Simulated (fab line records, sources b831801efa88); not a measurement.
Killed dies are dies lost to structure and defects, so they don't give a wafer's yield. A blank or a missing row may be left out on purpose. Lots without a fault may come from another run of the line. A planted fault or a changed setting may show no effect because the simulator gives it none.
Tool commonality check | flow sky130 | 10 lots, 30 wafers sampled

WHY IT WAS OPENED
At SKY_SD_N_TW_MEAS_12 the reading SD_N_TW is flagged on 2 of 10 lots. Wafers without a fault read 4019, standard deviation 32.
Rule: a lot is flagged when every wafer of it that has a number lies more than 4 standard deviations from that mean, or none has a number. The other lots count as sound.

lot  | measured     | on            | SD_N_TW, wafer by wafer | flag
L849 | day 28 21:11 | film_metro-03 | 4056 4037 4042          |
L851 | day 29 17:02 | film_metro-03 | 4029 4035 4040          |
L852 | day 29 17:13 | film_metro-02 | 3960 3964 3987          |
L856 | day 32 14:06 | film_metro-02 | 3454 3436 3428          | FLAGGED
L861 | day 32 19:56 | film_metro-02 | 3461 3463 3471          | FLAGGED
L863 | day 32 20:32 | film_metro-02 | 4034 3999 4022          |
L868 | day 34 02:35 | film_metro-04 | 4064 4058 4044          |
L870 | day 34 13:43 | film_metro-03 | 4067 4030 4048          |
L871 | day 35 01:46 | film_metro-03 | 4071 4056 4067          |
L872 | day 35 05:36 | film_metro-02 | 3955 3968 3972          |
The numbers of the flagged lots are 3452 on average: -567 against the usual, or -18 standard deviations.

WHICH TOOL RAN EACH LOT
The record holds 4 process steps before the reading, out of a route of 708 steps. In each cell: the tool, then ch and the chambers that the sampled wafers went through, then the start.
lot  | flag    | SKY_LDD_LDN_STRIP_12                 | SKY_SPACER_ETCHBACK_02             | SKY_SD_N_IMPLANT_09             | SKY_SD_N_STRIP_11
L849 |         | plasma_asher-02 ch 1, day 23 23:01   | rie_diel-03 ch 1,2,3, day 24 01:08 | implanter-03 ch 0, day 28 20:48 | plasma_asher-03 ch 1, day 28 21:05
L851 |         | plasma_asher-03 ch 0,1, day 24 18:01 | rie_diel-01 ch 0,2,3, day 24 20:38 | implanter-03 ch 0, day 29 16:38 | plasma_asher-03 ch 0,1, day 29 16:56
L852 |         | plasma_asher-04 ch 0,1, day 24 18:40 | rie_diel-03 ch 0,2, day 24 20:38   | implanter-04 ch 0, day 29 16:49 | plasma_asher-04 ch 0,1, day 29 17:07
L856 | FLAGGED | plasma_asher-02 ch 0,1, day 27 19:52 | rie_diel-02 ch 0,2, day 27 22:02   | implanter-03 ch 0, day 32 13:43 | plasma_asher-02 ch 1, day 32 13:59
L861 | FLAGGED | plasma_asher-03 ch 0,1, day 28 00:43 | rie_diel-02 ch 1,2, day 28 03:17   | implanter-03 ch 0, day 32 19:33 | plasma_asher-04 ch 0,1, day 32 19:50
L863 |         | plasma_asher-03 ch 0,1, day 28 01:02 | rie_diel-01 ch 0,2,3, day 28 03:20 | implanter-04 ch 0, day 32 20:08 | plasma_asher-04 ch 0,1, day 32 20:26
L868 |         | plasma_asher-02 ch 0,1, day 29 13:56 | rie_diel-02 ch 0,1,2, day 29 15:29 | implanter-02 ch 0, day 34 02:12 | plasma_asher-04 ch 0,1, day 34 02:29
L870 |         | plasma_asher-03 ch 0,1, day 30 02:40 | rie_diel-03 ch 0,1,2, day 30 04:08 | implanter-02 ch 0, day 34 13:19 | plasma_asher-04 ch 1, day 34 13:37
L871 |         | plasma_asher-04 ch 0,1, day 30 11:47 | rie_diel-02 ch 0,1, day 30 13:41   | implanter-04 ch 0, day 35 01:24 | plasma_asher-04 ch 0,1, day 35 01:40
L872 |         | plasma_asher-04 ch 0,1, day 30 17:04 | rie_diel-01 ch 0,1,3, day 30 18:33 | implanter-04 ch 0, day 35 05:13 | plasma_asher-03 ch 0,1, day 35 05:29
What these steps do:
- SKY_LDD_LDN_STRIP_12: strips in O2/N2.
- SKY_SPACER_ETCHBACK_02: etches Si3N4 in CH3F/O2, stops on SiO2, time 46.7 s, target depth 45 nm.
- SKY_SD_N_IMPLANT_09
- SKY_SD_N_STRIP_11: strips in O2/N2.
- SKY_SD_N_TW_MEAS_12

FLAGGED OVER TOTAL, TOOL BY TOOL (the gauges that took the reading come last)
step                   | tool            | lots run | flagged | share of the flagged lots | sound lots run after its first flagged lot
SKY_LDD_LDN_STRIP_12   | plasma_asher-02 | 3        | 1       | some                      | 1 (L868)
SKY_LDD_LDN_STRIP_12   | plasma_asher-03 | 4        | 1       | some                      | 2 (L863,L870)
SKY_LDD_LDN_STRIP_12   | plasma_asher-04 | 3        | 0       | none                      | -
SKY_SPACER_ETCHBACK_02 | rie_diel-01     | 3        | 0       | none                      | -
SKY_SPACER_ETCHBACK_02 | rie_diel-02     | 4        | 2       | all                       | 2 (L868,L871)
SKY_SPACER_ETCHBACK_02 | rie_diel-03     | 3        | 0       | none                      | -
SKY_SD_N_IMPLANT_09    | implanter-02    | 2        | 0       | none                      | -
SKY_SD_N_IMPLANT_09    | implanter-03    | 4        | 2       | all                       | 0
SKY_SD_N_IMPLANT_09    | implanter-04    | 4        | 0       | none                      | -
SKY_SD_N_STRIP_11      | plasma_asher-02 | 1        | 1       | some                      | 0
SKY_SD_N_STRIP_11      | plasma_asher-03 | 3        | 0       | none                      | -
SKY_SD_N_STRIP_11      | plasma_asher-04 | 6        | 1       | some                      | 4 (L863,L868,L870,L871)
SKY_SD_N_TW_MEAS_12    | film_metro-02   | 5        | 2       | all                       | 2 (L863,L872)
SKY_SD_N_TW_MEAS_12    | film_metro-03   | 4        | 0       | none                      | -
SKY_SD_N_TW_MEAS_12    | film_metro-04   | 1        | 0       | none                      | -

WHAT THE TABLE ALLOWS
3 rows of the table ran every flagged lot: rie_diel-02 at SKY_SPACER_ETCHBACK_02, implanter-03 at SKY_SD_N_IMPLANT_09, film_metro-02 at SKY_SD_N_TW_MEAS_12.
- rie_diel-02 at SKY_SPACER_ETCHBACK_02: 2 of its 4 lots flagged. Sound lots ran on it after the first flagged one (L868, L871), which a lasting fault on the whole tool wouldn't allow.
- implanter-03 at SKY_SD_N_IMPLANT_09: 2 of its 4 lots flagged. Its last sound lot is L851 (day 29 16:38), its first flagged lot L856 (day 32 13:43): a fault that began between those two fits. Its own readings lie more than 4 standard deviations out on every wafer of the flagged lots: beam_on_s, dose_ions_cm2, end_station_pressure_torr, faraday_current_uA.
- film_metro-02 at SKY_SD_N_TW_MEAS_12: 2 of its 5 lots flagged. Sound lots ran on it after the first flagged one (L863, L872), which a lasting fault on the whole tool wouldn't allow.
One tool is left: implanter-03 at SKY_SD_N_IMPLANT_09.

WHAT THE SIMULATOR HAD PUT IN
Process parameter drift: implanter-03, from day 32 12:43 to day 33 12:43, at SKY_SD_N_IMPLANT_09. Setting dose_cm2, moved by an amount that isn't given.
Lots struck among those shown: L856, L861. The rule above found the same.
